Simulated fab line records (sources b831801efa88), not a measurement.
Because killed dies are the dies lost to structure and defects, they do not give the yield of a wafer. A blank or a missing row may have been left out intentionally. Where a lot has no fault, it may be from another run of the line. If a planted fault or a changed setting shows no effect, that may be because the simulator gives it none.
What tool caused it?	flow sky130	36 wafers from 12 lots sampled at 3 of the route's 708 steps

WHAT THE GAUGES SHOWED, per wafer
SKY_CAP2M_THK_MEAS_04: measures by xrf.
lot	measured	on	CAP2M_TIN_THK (nm)
L681	day 39 18:53	filmMetro-02	201.2 202.5 198.7
L682	day 40 09:35	filmMetro-03	198.2 197.7 199.7
L683	day 40 13:17	filmMetro-02	197.1 199.3 198.0
L684	day 40 20:11	filmMetro-01	195.8 196.4 195.4
L687	day 41 16:56	filmMetro-02	200.4 197.6 196.5
L691	day 42 18:14	filmMetro-03	198.5 197.7 200.5
L698	day 44 20:15	filmMetro-02	203.5 201.2 203.0
L699	day 44 23:23	filmMetro-03	200.8 201.7 202.4
L700	day 45 09:25	filmMetro-02	199.5 204.4 199.0
L701	day 45 14:17	filmMetro-01	202.0 202.6 201.7
L702	day 45 17:20	filmMetro-03	202.1 201.5 203.2
L703	day 45 22:55	filmMetro-03	201.6 199.2 198.4

SKY_METAL4_OVL_MEAS_14.
lot	measured	on	METAL4_OVL (nm)
L681	day 41 19:05	overlay-01	1 -6 -3
L682	day 42 10:26	overlay-02	-4 3 -2
L683	day 42 14:29	overlay-02	-4 -7 -4
L684	day 42 19:59	overlay-01	-8 -6 -7
L687	day 43 15:26	overlay-02	7 9 7
L691	day 44 15:51	overlay-01	3 8 10
L698	day 46 14:33	overlay-01	2 2 3
L699	day 46 19:05	overlay-01	-6 -2 1
L700	day 47 02:38	overlay-01	6 -4 1
L701	day 47 07:56	overlay-02	7 3 3
L702	day 47 11:05	overlay-01	-5 6 -6
L703	day 47 15:38	overlay-02	10 8 5

WHAT TOOL EACH LOT RAN ON (gives the tool, then ch and the chambers of the sampled wafers, and finally the start)
lot	SKY_METAL3_ETCH_16
L681	rieMetal-01 ch 0,1, day 38 14:17
L682	rieMetal-01 ch 0,1, day 39 05:50
L683	rieMetal-01 ch 0,1, day 39 09:20
L684	rieMetal-01 ch 0,1, day 39 14:56
L687	rieMetal-01 ch 0,1, day 40 12:34
L691	rieMetal-01 ch 0,1, day 41 14:56
L698	rieMetal-04 ch 0,1, day 43 17:34
L699	rieMetal-03 ch 0, day 43 21:20
L700	rieMetal-04 ch 1, day 44 08:17
L701	rieMetal-04 ch 1, day 44 13:31
L702	rieMetal-03 ch 0, day 44 15:32
L703	rieMetal-03 ch 0,1, day 44 21:31
- SKY_METAL3_ETCH_16: etches BARC in N2/H2, stops on SiO2, time 88.2 s, target depth 60 nm.

WHAT THE TOOLS THEMSELVES READ (means of the sampled wafers that have a number; where no wafer has one, the mark that the record gives instead)
SKY_METAL3_ETCH_16.
lot	tool	drypumpMotorCurrentA (A)	oesProductAu (a.u.)	throttleValvePct (%)
L681	rieMetal-01	5.6	0.622	13.206
L682	rieMetal-01	5.7	0.616	13.209
L683	rieMetal-01	5.7	0.621	13.207
L684	rieMetal-01	5.7	0.623	13.194
L687	rieMetal-01	5.6	0.618	13.200
L691	rieMetal-01	5.7	0.625	13.208
L698	rieMetal-04	6.1	0.625	13.206
L699	rieMetal-03	5.5	0.622	13.212
L700	rieMetal-04	5.3	0.627	13.201
L701	rieMetal-04	5.3	0.626	13.202
L702	rieMetal-03	5.5	0.628	13.205
L703	rieMetal-03	5.4	0.630	13.194

THE ANSWER, worked out from the rows above alone
Rule: the lots themselves supply what counts as usual. Put in order of their means at a reading, lots are off if they are a third of the lots or fewer, leave a main group of 4 or more, and stand apart from it by a gap of 3 or more times the standard deviation of the main group's means; of several such gaps the widest counts. A main group is skipped when, at the precision printed for the reading in the tables above, its means are all equal. A lot without any number at a reading at which 4 lots or more have one is off too. All remaining lots with rows at the step are treated as sound. Order of review: gauges by route order, followed by the tools' own readings, for which a lot's mean as printed above is used. The first step at which some lot is off is used, and at that step the reading that is off furthest; a lot without a number counts as furthest.
None of the lots is off at any reading shown; this tells nothing.

WHAT HAD BEEN PUT IN BY THE SIMULATOR
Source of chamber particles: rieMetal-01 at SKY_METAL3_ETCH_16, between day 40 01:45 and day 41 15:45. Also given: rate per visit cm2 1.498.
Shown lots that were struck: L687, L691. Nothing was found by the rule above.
